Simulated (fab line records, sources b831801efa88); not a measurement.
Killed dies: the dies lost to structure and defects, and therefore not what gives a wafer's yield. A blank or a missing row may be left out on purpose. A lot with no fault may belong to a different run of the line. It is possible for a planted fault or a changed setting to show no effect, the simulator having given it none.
The tool behind it: which one? + flow sky130 + 14 lots with 42 wafers sampled at 6 steps, on a route of 708 steps

== WHAT THE GAUGES SHOWED, per wafer ==
SKY_VIA3_OVL_MEAS_13. Usual: VIA3_OVL -1 nm, standard deviation 6.
| lot  | measured     | on         | VIA3_OVL (nm) | flag |
|------|--------------|------------|---------------|------|
| L291 | day 40 00:28 | overlay-02 | 0 -1 3        |      |
| L292 | day 40 02:25 | overlay-02 | -1 2 5        |      |
| L295 | day 40 23:52 | overlay-01 | -1 -6 -1      |      |
| L297 | day 42 01:06 | overlay-01 | -3 10 3       |      |
| L298 | day 42 03:37 | overlay-02 | 3 -4 -5       |      |
| L303 | day 43 09:07 | overlay-01 | 3 -4 1        |      |
| L306 | day 44 04:12 | overlay-01 | 9 2 1         |      |
| L308 | day 44 12:40 | overlay-01 | -2 2 -1       |      |
| L309 | day 45 01:16 | overlay-02 | -4 -11 -6     |      |
| L311 | day 45 09:40 | overlay-01 | -1 -2 -3      |      |
| L310 | day 45 11:39 | overlay-01 | 4 -4 1        |      |
| L312 | day 45 22:25 | overlay-01 | -13 -9 -13    |      |
| L313 | day 46 00:47 | overlay-01 | 0 -7 3        |      |
| L314 | day 46 05:37 | overlay-01 | -10 -10 -6    |      |

SKY_CAP2M_RS_MEAS_03: a four-point-probe measurement. Usual: CAP2M_TIN_RS 6.95 ohm/sq, standard deviation 0.094.
| lot  | measured     | on            | CAP2M_TIN_RS (ohm/sq) | flag |
|------|--------------|---------------|-----------------------|------|
| L291 | day 40 02:13 | film_metro-03 | 6.97 6.92 6.98        |      |
| L292 | day 40 04:16 | film_metro-03 | 6.92 6.94 6.93        |      |
| L295 | day 41 01:37 | film_metro-03 | 7.00 6.87 6.85        |      |
| L297 | day 42 03:07 | film_metro-01 | - - -                 | OFF  |
| L298 | day 42 05:29 | film_metro-03 | - - -                 | OFF  |
| L303 | day 43 10:54 | film_metro-03 | 6.96 6.92 6.81        |      |
| L306 | day 44 05:58 | film_metro-01 | 6.86 6.98 7.06        |      |
| L308 | day 44 14:25 | film_metro-02 | 6.93 6.82 6.84        |      |
| L309 | day 45 03:02 | film_metro-02 | 7.06 7.08 7.09        |      |
| L311 | day 45 12:28 | film_metro-01 | 6.87 6.90 6.90        |      |
| L310 | day 45 13:28 | film_metro-03 | 6.87 6.82 6.87        |      |
| L312 | day 46 00:16 | film_metro-01 | 6.81 7.02 6.99        |      |
| L313 | day 46 03:04 | film_metro-03 | 7.01 6.85 6.86        |      |
| L314 | day 46 07:46 | film_metro-01 | 6.94 6.87 6.89        |      |

SKY_CAP2M_THK_MEAS_04: measures by xrf. Usual: CAP2M_TIN_THK 197.0 nm, standard deviation 2.9.
| lot  | measured     | on            | CAP2M_TIN_THK (nm) | flag |
|------|--------------|---------------|--------------------|------|
| L291 | day 40 02:20 | film_metro-03 | 196.4 198.1 196.8  |      |
| L292 | day 40 04:22 | film_metro-03 | 197.9 197.0 198.0  |      |
| L295 | day 41 01:44 | film_metro-03 | 197.5 200.8 201.6  |      |
| L297 | day 42 03:14 | film_metro-01 | <0.0 <0.0 <0.0     | OFF  |
| L298 | day 42 05:35 | film_metro-03 | <0.0 <0.0 <0.0     | OFF  |
| L303 | day 43 11:01 | film_metro-03 | 197.2 199.6 201.2  |      |
| L306 | day 44 06:05 | film_metro-01 | 198.6 195.1 192.7  |      |
| L308 | day 44 14:32 | film_metro-02 | 199.6 202.4 201.6  |      |
| L309 | day 45 03:10 | film_metro-02 | 195.7 195.1 193.7  |      |
| L311 | day 45 12:35 | film_metro-01 | 198.7 197.7 198.0  |      |
| L310 | day 45 13:35 | film_metro-03 | 199.9 200.7 198.6  |      |
| L312 | day 46 00:23 | film_metro-01 | 198.8 193.5 193.1  |      |
| L313 | day 46 03:10 | film_metro-03 | 195.0 198.9 199.2  |      |
| L314 | day 46 07:53 | film_metro-01 | 195.6 197.4 196.4  |      |

== WHICH TOOL RAN EACH LOT (tool, then ch and the chambers of the sampled wafers, then the start) ==
| lot  | SKY_VIA3_CVD_21               | SKY_METAL4_SPUTTER_03        | SKY_CAP2M_SPUTTER_02         |
|------|-------------------------------|------------------------------|------------------------------|
| L291 | cvd_w-02 ch 0,1, day 40 01:15 | pvd_sputter-03, day 40 01:56 | pvd_sputter-04, day 40 02:05 |
| L292 | cvd_w-02 ch 0,1, day 40 03:17 | pvd_sputter-03, day 40 03:59 | pvd_sputter-01, day 40 04:08 |
| L295 | cvd_w-02 ch 0,1, day 41 00:40 | pvd_sputter-03, day 41 01:21 | pvd_sputter-01, day 41 01:30 |
| L297 | cvd_w-02 ch 0,1, day 42 01:58 | pvd_sputter-04, day 42 02:51 | pvd_sputter-01, day 42 03:00 |
| L298 | cvd_w-02 ch 0,1, day 42 04:31 | pvd_sputter-03, day 42 05:12 | pvd_sputter-01, day 42 05:21 |
| L303 | cvd_w-01 ch 0,1, day 43 09:56 | pvd_sputter-03, day 43 10:37 | pvd_sputter-01, day 43 10:46 |
| L306 | cvd_w-02 ch 0,1, day 44 05:00 | pvd_sputter-04, day 44 05:41 | pvd_sputter-03, day 44 05:51 |
| L308 | cvd_w-02 ch 0,1, day 44 13:28 | pvd_sputter-02, day 44 14:10 | pvd_sputter-01, day 44 14:19 |
| L309 | cvd_w-01 ch 0,1, day 45 02:06 | pvd_sputter-02, day 45 02:47 | pvd_sputter-03, day 45 02:56 |
| L311 | cvd_w-02 ch 0,1, day 45 10:30 | pvd_sputter-03, day 45 12:11 | pvd_sputter-01, day 45 12:20 |
| L310 | cvd_w-02 ch 1, day 45 12:31   | pvd_sputter-03, day 45 13:13 | pvd_sputter-04, day 45 13:22 |
| L312 | cvd_w-02 ch 0,1, day 45 23:14 | pvd_sputter-02, day 45 23:59 | pvd_sputter-01, day 46 00:08 |
| L313 | cvd_w-02 ch 0,1, day 46 02:07 | pvd_sputter-03, day 46 02:46 | pvd_sputter-01, day 46 02:55 |
| L314 | cvd_w-02 ch 0,1, day 46 06:49 | pvd_sputter-02, day 46 07:30 | pvd_sputter-03, day 46 07:39 |
- SKY_VIA3_CVD_21: deposits W, target thk 390 nm, time 117.31 s.
- SKY_METAL4_SPUTTER_03: material Ti, target thk 5 nm, time 3.3 s.
- SKY_CAP2M_SPUTTER_02: material TiN, target thk 200 nm, time 166.7 s.

== WHAT THE TOOLS THEMSELVES READ (means of the sampled wafers that have a number; where no wafer has one, the mark that the record gives instead) ==
SKY_VIA3_CVD_21. Usual: heater_power_w reads 821 W (standard deviation 99).
| lot  | tool     | heater_power_w (W) | flag |
|------|----------|--------------------|------|
| L291 | cvd_w-02 | 877                |      |
| L292 | cvd_w-02 | 808                |      |
| L295 | cvd_w-02 | 883                |      |
| L297 | cvd_w-02 | 822                |      |
| L298 | cvd_w-02 | 811                |      |
| L303 | cvd_w-01 | 784                |      |
| L306 | cvd_w-02 | 822                |      |
| L308 | cvd_w-02 | 881                |      |
| L309 | cvd_w-01 | 780                |      |
| L311 | cvd_w-02 | 830                |      |
| L310 | cvd_w-02 | 938                |      |
| L312 | cvd_w-02 | 828                |      |
| L313 | cvd_w-02 | 833                |      |
| L314 | cvd_w-02 | 888                |      |

SKY_METAL4_SPUTTER_03. Usual: cathode_dc_power_W 3000.0 W, standard deviation 0.58; chamber_pressure_pa 0.4001 Pa, standard deviation 0.00073; throttle_valve_pct 29.6 %, standard deviation 0.92.
| lot  | tool           | cathode_dc_power_W (W) | chamber_pressure_pa (Pa) | throttle_valve_pct (%) | flag |
|------|----------------|------------------------|--------------------------|------------------------|------|
| L291 | pvd_sputter-03 | 3000.1                 | 0.4002                   | 29.4                   |      |
| L292 | pvd_sputter-03 | 3000.4                 | 0.4001                   | 29.5                   |      |
| L295 | pvd_sputter-03 | 3000.3                 | 0.4000                   | 29.0                   |      |
| L297 | pvd_sputter-04 | 2999.9                 | 0.3999                   | 29.7                   |      |
| L298 | pvd_sputter-03 | 2999.4                 | 0.3994                   | 30.1                   |      |
| L303 | pvd_sputter-03 | 2999.8                 | 0.3998                   | 28.7                   |      |
| L306 | pvd_sputter-04 | 3000.0                 | 0.4006                   | 29.9                   |      |
| L308 | pvd_sputter-02 | 3000.2                 | 0.4002                   | 29.2                   |      |
| L309 | pvd_sputter-02 | 2999.9                 | 0.4000                   | 29.5                   |      |
| L311 | pvd_sputter-03 | 2999.8                 | 0.3997                   | 28.9                   |      |
| L310 | pvd_sputter-03 | 2999.3                 | 0.4005                   | 29.7                   |      |
| L312 | pvd_sputter-02 | 3000.3                 | 0.4007                   | 29.4                   |      |
| L313 | pvd_sputter-03 | 2999.6                 | 0.4003                   | 29.4                   |      |
| L314 | pvd_sputter-02 | 3000.0                 | 0.4007                   | 29.5                   |      |

SKY_CAP2M_SPUTTER_02. Usual: cathode_dc_power_W 6500.0 W, standard deviation 1.1; chamber_pressure_pa 0.4000 Pa, standard deviation 0.0009; throttle_valve_pct 29.9 %, standard deviation 0.96.
| lot  | tool           | cathode_dc_power_W (W) | chamber_pressure_pa (Pa) | throttle_valve_pct (%) | flag |
|------|----------------|------------------------|--------------------------|------------------------|------|
| L291 | pvd_sputter-04 | 6500.3                 | 0.3998                   | 29.9                   |      |
| L292 | pvd_sputter-01 | 6500.9                 | 0.3996                   | 30.4                   |      |
| L295 | pvd_sputter-01 | 6499.5                 | 0.3997                   | 29.8                   |      |
| L297 | pvd_sputter-01 | -                      | -                        | -                      | OFF  |
| L298 | pvd_sputter-01 | -                      | -                        | -                      | OFF  |
| L303 | pvd_sputter-01 | 6500.2                 | 0.4002                   | 30.5                   |      |
| L306 | pvd_sputter-03 | 6499.1                 | 0.3999                   | 29.3                   |      |
| L308 | pvd_sputter-01 | 6499.8                 | 0.3993                   | 29.8                   |      |
| L309 | pvd_sputter-03 | 6501.0                 | 0.4000                   | 28.8                   |      |
| L311 | pvd_sputter-01 | 6499.8                 | 0.4012                   | 30.3                   |      |
| L310 | pvd_sputter-04 | 6500.3                 | 0.4004                   | 29.7                   |      |
| L312 | pvd_sputter-01 | 6499.7                 | 0.4006                   | 31.1                   |      |
| L313 | pvd_sputter-01 | 6500.2                 | 0.4003                   | 29.8                   |      |
| L314 | pvd_sputter-03 | 6500.6                 | 0.3997                   | 29.5                   |      |

== THE ANSWER, worked out from the rows above alone ==
Rule: a lot counts as off when the mean over its wafers that have a number is more than 3 standard deviations away from the usual mean. Also off: a lot with no number at a reading for which 4 or more lots have one. Where the step has rows for the other lots, those lots are counted as sound. After the gauges, taken in route order, come the tools' own readings; for these a lot's mean is taken, as printed above. At the first step where some lot is off, the reading lying furthest off is the one used; lots without a number count as furthest.
Off: L297, L298, seen at SKY_CAP2M_RS_MEAS_03 (CAP2M_TIN_RS). Without a number there: L297, L298.
A tool fits if, at a process step before that reading, it ran every lot that is off, and no sound lot after the first of them. The gauges at SKY_CAP2M_RS_MEAS_03 aren't tried: what is off there is off at SKY_CAP2M_SPUTTER_02 too, on other tools, and a gauge's error can't cause that. No candidate that was tried fits.

== WHAT THE SIMULATOR HAD INSERTED ==
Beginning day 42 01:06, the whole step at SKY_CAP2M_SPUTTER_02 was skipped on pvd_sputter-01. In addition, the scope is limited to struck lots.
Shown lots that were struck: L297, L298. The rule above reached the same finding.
